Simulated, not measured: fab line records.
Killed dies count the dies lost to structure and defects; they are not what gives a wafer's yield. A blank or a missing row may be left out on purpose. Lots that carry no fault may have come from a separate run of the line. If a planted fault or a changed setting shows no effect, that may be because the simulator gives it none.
Which tool was responsible?    flow gf180mcu    Sampling: 11 lots, 33 wafers, 5 of 602 route steps

## WHAT THE GAUGES READ, wafer by wafer
GF_V4_BOW_MEAS_05. Usual: V4_BOW 136 um, standard deviation 9.9.
lot   measured      on             V4_BOW (um)  flag
L482  day 24 02:35  film-metro-04  134 127 137  
L483  day 24 13:01  film-metro-03  137 129 120  
L484  day 24 19:52  film-metro-04  142 136 138  
L485  day 25 05:22  film-metro-03  133 138 138  
L488  day 26 09:36  film-metro-03  133 123 138  
L490  day 26 21:57  film-metro-04  149 157 146  
L496  day 28 15:58  film-metro-01  140 149 145  
L499  day 29 09:22  film-metro-04  118 125 127  
L500  day 29 18:31  film-metro-03  135 136 138  
L502  day 30 05:13  film-metro-01  129 148 139  
L503  day 30 16:38  film-metro-01  145 145 144  

## WHICH TOOL RAN EACH LOT (tool, then ch and the chambers of the sampled wafers, then the start)
lot   GF_M3_SPUTTER_02              GF_M3_SPUTTER_04              GF_M4_METAL_ETCH_16                GF_M4_STRIP_17
L482  pvd-sputter-02, day 21 02:27  pvd-sputter-02, day 21 02:31  rie-metal-03 ch 0,1, day 24 01:21  plasma-asher-02 ch 0,1, day 24 01:28
L483  pvd-sputter-02, day 21 11:40  pvd-sputter-02, day 21 11:43  rie-metal-01 ch 0,1, day 24 11:44  plasma-asher-02 ch 1, day 24 11:51
L484  pvd-sputter-02, day 21 19:33  pvd-sputter-02, day 21 19:36  rie-metal-01 ch 1, day 24 18:32    plasma-asher-03 ch 0,1, day 24 18:46
L485  pvd-sputter-03, day 22 05:59  pvd-sputter-03, day 22 06:02  rie-metal-01 ch 1, day 25 04:03    plasma-asher-03 ch 0,1, day 25 04:14
L488  pvd-sputter-02, day 23 12:38  pvd-sputter-02, day 23 12:41  rie-metal-03 ch 0,1, day 26 08:24  plasma-asher-03 ch 0,1, day 26 08:30
L490  pvd-sputter-03, day 24 02:08  pvd-sputter-03, day 24 02:11  rie-metal-03 ch 0,1, day 26 20:43  plasma-asher-02 ch 0,1, day 26 20:49
L496  pvd-sputter-03, day 25 22:39  pvd-sputter-03, day 25 22:42  rie-metal-01 ch 0,1, day 28 14:44  plasma-asher-02 ch 0,1, day 28 14:50
L499  pvd-sputter-02, day 26 19:40  pvd-sputter-02, day 26 19:43  rie-metal-01 ch 1, day 29 08:10    plasma-asher-02 ch 0, day 29 08:16
L500  pvd-sputter-04, day 27 04:29  pvd-sputter-04, day 27 04:32  rie-metal-03 ch 0,1, day 29 17:18  plasma-asher-02 ch 0,1, day 29 17:25
L502  pvd-sputter-03, day 27 16:26  pvd-sputter-03, day 27 16:29  rie-metal-04 ch 0, day 30 03:56    plasma-asher-01 ch 0,1, day 30 04:07
L503  pvd-sputter-04, day 28 03:26  pvd-sputter-04, day 28 03:29  rie-metal-03 ch 0,1, day 30 15:08  plasma-asher-02 ch 0,1, day 30 15:16
- GF_M3_SPUTTER_02: material AlCu, target thk 450 nm, time 23.9 s.
- GF_M3_SPUTTER_04: material TiN, target thk 50 nm, time 41.7 s.
- GF_M4_METAL_ETCH_16: etches the open film in Cl2/BCl3, stops on SiO2, target depth 627.5 nm, time 104.6 s.
- GF_M4_STRIP_17: strips in O2/N2.

## WHAT THE TOOLS THEMSELVES READ (means of the sampled wafers that have a number; where no wafer has one, the mark that the record gives instead)
GF_M3_SPUTTER_02. Usual: 29.9 % for throttle-valve-pct, sd 1.1.
lot   tool            throttle-valve-pct (%)  flag
L482  pvd-sputter-02  29.1                    
L483  pvd-sputter-02  29.8                    
L484  pvd-sputter-02  30.0                    
L485  pvd-sputter-03  30.9                    
L488  pvd-sputter-02  29.2                    
L490  pvd-sputter-03  30.5                    
L496  pvd-sputter-03  30.7                    
L499  pvd-sputter-02  28.5                    
L500  pvd-sputter-04  30.0                    
L502  pvd-sputter-03  30.8                    
L503  pvd-sputter-04  29.6                    

GF_M3_SPUTTER_04. Usual: 29.9 % for throttle-valve-pct, sd 1.1.
lot   tool            throttle-valve-pct (%)  flag
L482  pvd-sputter-02  29.1                    
L483  pvd-sputter-02  29.8                    
L484  pvd-sputter-02  29.8                    
L485  pvd-sputter-03  30.8                    
L488  pvd-sputter-02  29.5                    
L490  pvd-sputter-03  30.6                    
L496  pvd-sputter-03  30.7                    
L499  pvd-sputter-02  28.4                    
L500  pvd-sputter-04  29.9                    
L502  pvd-sputter-03  30.8                    
L503  pvd-sputter-04  29.7                    

GF_M4_METAL_ETCH_16. Usual: drypump-motor-current-A 5.3 A, standard deviation 0.37; he-backside-leak-sccm 3.28 sccm, standard deviation 0.19; oes-product-au 0.971 a.u., standard deviation 0.0069; throttle-valve-pct 28.251 %, standard deviation 0.0099.
lot   tool          drypump-motor-current-A (A)  he-backside-leak-sccm (sccm)  oes-product-au (a.u.)  throttle-valve-pct (%)  flag
L482  rie-metal-03  5.4                          3.30                          0.961                  28.257                  
L483  rie-metal-01  5.1                          3.09                          0.968                  28.261                  
L484  rie-metal-01  5.3                          3.25                          0.976                  28.258                  
L485  rie-metal-01  5.3                          3.32                          0.973                  28.249                  
L488  rie-metal-03  5.4                          3.46                          0.973                  28.251                  
L490  rie-metal-03  5.2                          3.26                          0.966                  28.251                  
L496  rie-metal-01  5.2                          3.24                          0.968                  28.249                  
L499  rie-metal-01  5.3                          3.35                          0.980                  28.241                  
L500  rie-metal-03  5.2                          3.26                          0.970                  28.242                  
L502  rie-metal-04  5.5                          3.25                          0.971                  28.247                  
L503  rie-metal-03  5.2                          3.37                          0.978                  28.251                  

GF_M4_STRIP_17. Usual: drypump-motor-current-A 5.9 A, standard deviation 0.43; heater-power-w 357 W, standard deviation 45; n2-flow-sccm 299.9 sccm, standard deviation 0.83; oes-product-au 0.558 a.u., standard deviation 0.0049; strip-time-to-endpoint-s 7.89 s, standard deviation 0.053.
lot   tool             drypump-motor-current-A (A)  heater-power-w (W)  n2-flow-sccm (sccm)  oes-product-au (a.u.)  strip-time-to-endpoint-s (s)  flag
L482  plasma-asher-02  6.2                          392                 299.4                0.561                  7.92                          
L483  plasma-asher-02  6.3                          415                 300.1                0.552                  7.87                          
L484  plasma-asher-03  6.0                          317                 300.1                0.551                  7.82                          
L485  plasma-asher-03  6.0                          317                 299.6                0.553                  7.86                          
L488  plasma-asher-03  5.6                          298                 299.3                0.559                  7.92                          
L490  plasma-asher-02  6.1                          392                 300.1                0.558                  7.93                          
L496  plasma-asher-02  6.1                          396                 300.9                0.532                  7.21                          OFF
L499  plasma-asher-02  5.7                          348                 299.6                0.534                  7.30                          OFF
L500  plasma-asher-02  6.1                          395                 300.7                0.557                  7.94                          
L502  plasma-asher-01  5.8                          342                 299.7                0.557                  7.91                          
L503  plasma-asher-02  6.1                          399                 301.0                0.563                  7.95                          

## THE ANSWER, worked out from the rows above alone
Rule: take the mean of a lot's wafers that have a number; if it is more than 3 standard deviations from the usual mean, the lot is off. Also off: a lot with no number at a reading for which 4 or more lots have one. The other lots that the step has rows for count as sound. After the gauges, taken in route order, come the tools' own readings; for these a lot's mean is taken, as printed above. The first step at which some lot is off is used, and at that step the reading that is off furthest; a lot without a number counts as furthest.
Off, at GF_M4_STRIP_17 on strip-time-to-endpoint-s: L496, L499.
If a tool, at that step or one of the process steps before it, ran each lot that is off and ran no sound lot following the first of them, it fits. One fits: GF_M4_METAL_ETCH_16 on rie-metal-01. Its last sound lot is L485 (day 25 04:03), its first lot that is off L496 (day 28 14:44): a fault that began between those two fits.

## WHAT THE SIMULATOR PUT IN
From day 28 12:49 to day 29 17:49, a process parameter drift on rie-metal-01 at GF_M4_METAL_ETCH_16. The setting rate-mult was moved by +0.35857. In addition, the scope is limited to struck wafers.
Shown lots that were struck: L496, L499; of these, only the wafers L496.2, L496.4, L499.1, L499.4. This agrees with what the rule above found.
